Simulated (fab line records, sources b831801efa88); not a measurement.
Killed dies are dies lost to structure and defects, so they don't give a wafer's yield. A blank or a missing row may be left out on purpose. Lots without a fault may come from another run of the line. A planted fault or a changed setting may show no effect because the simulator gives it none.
Tool commonality check | flow sky130 | 13 lots, 42 wafers sampled

WHY IT WAS OPENED
At SKY_NWELL_TW_MEAS_15 the reading NWELL_TW is flagged on 1 of 13 lots. Wafers without a fault read 1815, standard deviation 14.
Rule: a lot is flagged when every wafer of it that has a number lies more than 4 standard deviations from that mean, or none has a number. The other lots count as sound.

lot  | measured     | on            | NWELL_TW, wafer by wafer      | flag
L431 | day 5 04:32  | film_metro-03 | 1793 1790 1789                |
L432 | day 5 12:41  | film_metro-01 | 1825 1822 1818                |
L434 | day 5 21:14  | film_metro-01 | 1818 1822 1820                |
L435 | day 6 01:35  | film_metro-04 | 1818 1813 1812                |
L436 | day 6 08:59  | film_metro-01 | 1824 1841 1828                |
L437 | day 6 14:58  | film_metro-03 | 1802 1807 1805                |
L438 | day 7 00:04  | film_metro-03 | 1799 1807 1791                |
L441 | day 7 11:14  | film_metro-04 | 1827 1815 1822                |
L442 | day 7 17:56  | film_metro-01 | 1828 1833 1832                |
L445 | day 8 10:35  | film_metro-01 | 1662 1655 1666 1654 1665 1663 | FLAGGED
L449 | day 9 10:10  | film_metro-03 | 1790 1795 1792                |
L450 | day 9 17:45  | film_metro-01 | 1816 1809 1816                |
L452 | day 10 01:43 | film_metro-04 | 1814 1821 1809                |
The numbers of the flagged lots are 1661 on average: -154 against the usual, or -11 standard deviations.

WHICH TOOL RAN EACH LOT
The record holds 2 process steps before the reading, out of a route of 708 steps. In each cell: the tool, then ch and the chambers that the sampled wafers went through, then the start.
lot  | flag    | SKY_PWDE_STRIP_09                   | SKY_NWELL_STRIP_14
L431 |         | plasma_asher-04 ch 0,1, day 4 10:24 | plasma_asher-02 ch 0,1, day 5 04:27
L432 |         | plasma_asher-01 ch 0,1, day 4 17:47 | plasma_asher-02 ch 0,1, day 5 12:36
L434 |         | plasma_asher-04 ch 0,1, day 5 02:37 | plasma_asher-02 ch 0,1, day 5 21:08
L435 |         | plasma_asher-01 ch 0,1, day 5 07:13 | plasma_asher-03 ch 0,1, day 6 01:28
L436 |         | plasma_asher-02 ch 1, day 5 13:43   | plasma_asher-02 ch 0,1, day 6 08:52
L437 |         | plasma_asher-02 ch 0,1, day 5 19:31 | plasma_asher-01 ch 0,1, day 6 14:51
L438 |         | plasma_asher-04 ch 0,1, day 6 03:48 | plasma_asher-01 ch 0,1, day 6 23:57
L441 |         | plasma_asher-01 ch 0,1, day 6 15:30 | plasma_asher-02 ch 0,1, day 7 11:07
L442 |         | plasma_asher-02 ch 0,1, day 6 21:43 | plasma_asher-02 ch 0,1, day 7 17:49
L445 | FLAGGED | plasma_asher-04 ch 0,1, day 7 13:48 | plasma_asher-01 ch 0,1, day 8 10:28
L449 |         | plasma_asher-01 ch 0,1, day 8 12:34 | plasma_asher-01 ch 0,1, day 9 10:03
L450 |         | plasma_asher-02 ch 0,1, day 8 19:42 | plasma_asher-03 ch 0,1, day 9 17:39
L452 |         | plasma_asher-02 ch 0,1, day 9 02:54 | plasma_asher-03 ch 0,1, day 10 01:37
What these steps do:
- SKY_PWDE_STRIP_09: strips in O2/N2.
- SKY_NWELL_STRIP_14: strips in O2/N2.
- SKY_NWELL_TW_MEAS_15

FLAGGED OVER TOTAL, TOOL BY TOOL (the gauges that took the reading come last)
step                 | tool            | lots run | flagged | share of the flagged lots | sound lots run after its first flagged lot
SKY_PWDE_STRIP_09    | plasma_asher-01 | 4        | 0       | none                      | -
SKY_PWDE_STRIP_09    | plasma_asher-02 | 5        | 0       | none                      | -
SKY_PWDE_STRIP_09    | plasma_asher-04 | 4        | 1       | all                       | 0
SKY_NWELL_STRIP_14   | plasma_asher-01 | 4        | 1       | all                       | 1 (L449)
SKY_NWELL_STRIP_14   | plasma_asher-02 | 6        | 0       | none                      | -
SKY_NWELL_STRIP_14   | plasma_asher-03 | 3        | 0       | none                      | -
SKY_NWELL_TW_MEAS_15 | film_metro-01   | 6        | 1       | all                       | 1 (L450)
SKY_NWELL_TW_MEAS_15 | film_metro-03   | 4        | 0       | none                      | -
SKY_NWELL_TW_MEAS_15 | film_metro-04   | 3        | 0       | none                      | -

WHAT THE TABLE ALLOWS
3 rows of the table ran every flagged lot: plasma_asher-04 at SKY_PWDE_STRIP_09, plasma_asher-01 at SKY_NWELL_STRIP_14, film_metro-01 at SKY_NWELL_TW_MEAS_15.
- plasma_asher-04 at SKY_PWDE_STRIP_09: 1 of its 4 lots flagged. Its last sound lot is L438 (day 6 03:48), its first flagged lot L445 (day 7 13:48): a fault that began between those two fits. Its own readings lie more than 4 standard deviations out on every wafer of the flagged lots: oes_product_au.
- plasma_asher-01 at SKY_NWELL_STRIP_14: 1 of its 4 lots flagged. Sound lots ran on it after the first flagged one (L449), which a lasting fault on the whole tool wouldn't allow. Its own readings lie more than 4 standard deviations out on every wafer of the flagged lots: strip_time_to_endpoint_s.
- film_metro-01 at SKY_NWELL_TW_MEAS_15: 1 of its 6 lots flagged. Sound lots ran on it after the first flagged one (L450), which a lasting fault on the whole tool wouldn't allow.
One tool is left: plasma_asher-04 at SKY_PWDE_STRIP_09.

WHAT THE SIMULATOR HAD PUT IN
Strip aborted: plasma_asher-04, from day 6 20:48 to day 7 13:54, at SKY_PWDE_STRIP_09. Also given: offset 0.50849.
Lots struck among those shown: L445. The rule above found the same.
